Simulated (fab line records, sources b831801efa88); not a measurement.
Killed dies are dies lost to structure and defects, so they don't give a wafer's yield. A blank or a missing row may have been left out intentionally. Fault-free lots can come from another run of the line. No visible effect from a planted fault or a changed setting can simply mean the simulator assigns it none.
Comparing a struck lot with a sound one | flow sky130 | 14 out of 708 route steps
Sound: the wafers L786.4, L786.5, L786.6. Struck: wafer L797.2 (left out: L797.1, L797.5 of the same lot, which were not struck); the cause appears at the end.
For every step that has rows: the tool of each side, followed by ch and its chambers, followed by its first start. Under that, the readings that differ: sound wafers | struck wafers | difference of the means | sigmas: that difference in standard deviations of wafers without a fault.
alike: readings whose means differ by less than 2 such deviations, and words and numbers that are the same on both sides. not compared: withheld readings, readings that some wafer has no value for, bounds like >300 that may hide the same value, and numbers for which the record gives no deviation and whose values overlap.
Wherever a step has rows on one side only, a row that says differs or no value, or a row with sigmas, the two part there. Non-overlapping numbers with no deviation appear without sigmas and do not part them. A reading that every wafer of one side lacks parts them only if that side has two wafers or more.

SKY_VIA3_CD_MEAS_12: target cd 200 nm.
  struck on cd-sem-01, day 43 19:59; sound on cd-sem-01, day 41 00:24
  alike: cd-nm
SKY_VIA3_OVL_MEAS_13:
  struck on overlay-02, day 43 20:07; sound on overlay-02, day 41 00:29
  alike: VIA3_OVL
then, 1 step without rows for these wafers: SKY_VIA3_ETCH_14 (etches BARC in N2/H2, stops on SiO2, time 45.9 s, target depth 60 nm).
SKY_VIA3_ETCH_15: etches SiO2 in C4F8/O2/Ar, stops on TiN, target depth 507 nm, time 78 s.
  sound on rie-diel-02 ch 0,1,3, day 41 00:32; struck on rie-diel-02 ch 0, day 43 20:11
  alike: oes-product-au
  not compared: rf-hours-counter-h
SKY_VIA3_STRIP_16: strips in O2/N2.
  sound on plasma-asher-03 ch 0,1, day 41 00:38; struck on plasma-asher-04 ch 1, day 43 20:15
  reading                | sound | struck | difference                   | sigmas
  rf-hours-counter-h (h) | - - - | 61     | no value on the sound wafers |
  alike: drypump-motor-current-A, oes-product-au, strip-time-to-endpoint-s
then, 3 steps without rows for these wafers: SKY_VIA3_STRIP_17 (strips in post etch residue remover, time 1200 s); SKY_VIA3_CLEAN_18 (cleans in IPA, time 180 s); SKY_VIA3_CLEAN_19 (cleans in O3/DIW).
SKY_VIA3_SPUTTER_20: material TiN, target thk 20 nm, time 80 s.
  struck on pvd-sputter-01, day 43 20:51; sound on pvd-sputter-03, day 41 01:14
  alike: throttle-valve-pct
SKY_VIA3_CVD_21: deposits W, target thk 390 nm, time 117.31 s.
  sound on cvd-w-01 ch 0,1, day 41 01:20; struck on cvd-w-02 ch 0, day 43 20:55
  alike: chamber-pressure-Torr, heater-power-w
SKY_VIA3_RS_MEAS_22: uses a four-point probe to measure.
  struck on film-metro-01, day 43 21:02; sound on film-metro-01, day 41 01:29
  alike: VIA3_W_RS
SKY_VIA3_THK_MEAS_23: measures by xrf.
  struck on film-metro-01, day 43 21:09; sound on film-metro-01, day 41 01:34
  alike: VIA3_W_THK
SKY_VIA3_CMP_24: polishes, stops on SiO2, t overpolish 20 s, target thk 0 nm.
  sound on cmp-02 ch 0,1,3, day 41 01:42; struck on cmp-02 ch 0, day 43 21:13
  reading                | sound                | struck | difference | sigmas
  overpolish-run-s (s)   | 19.997 20.002 19.974 | 0.042  | -19.949    | -99 or more
  time-to-endpoint-s (s) | 95 99 88             | 149    | +55        | +12
  alike: motor-current-A, retaining-ring-pressure-frac
SKY_METAL4_SPUTTER_00: material Ti, target thk 15 nm, time 10 s.
  sound wafers here have rows in the record (pvd-sputter-02, day 41 01:54); struck ones have none

WHERE THEY PART
At SKY_VIA3_STRIP_16 first; at SKY_METAL4_SPUTTER_00 last (within this record only).

WHY: what the simulator had put in
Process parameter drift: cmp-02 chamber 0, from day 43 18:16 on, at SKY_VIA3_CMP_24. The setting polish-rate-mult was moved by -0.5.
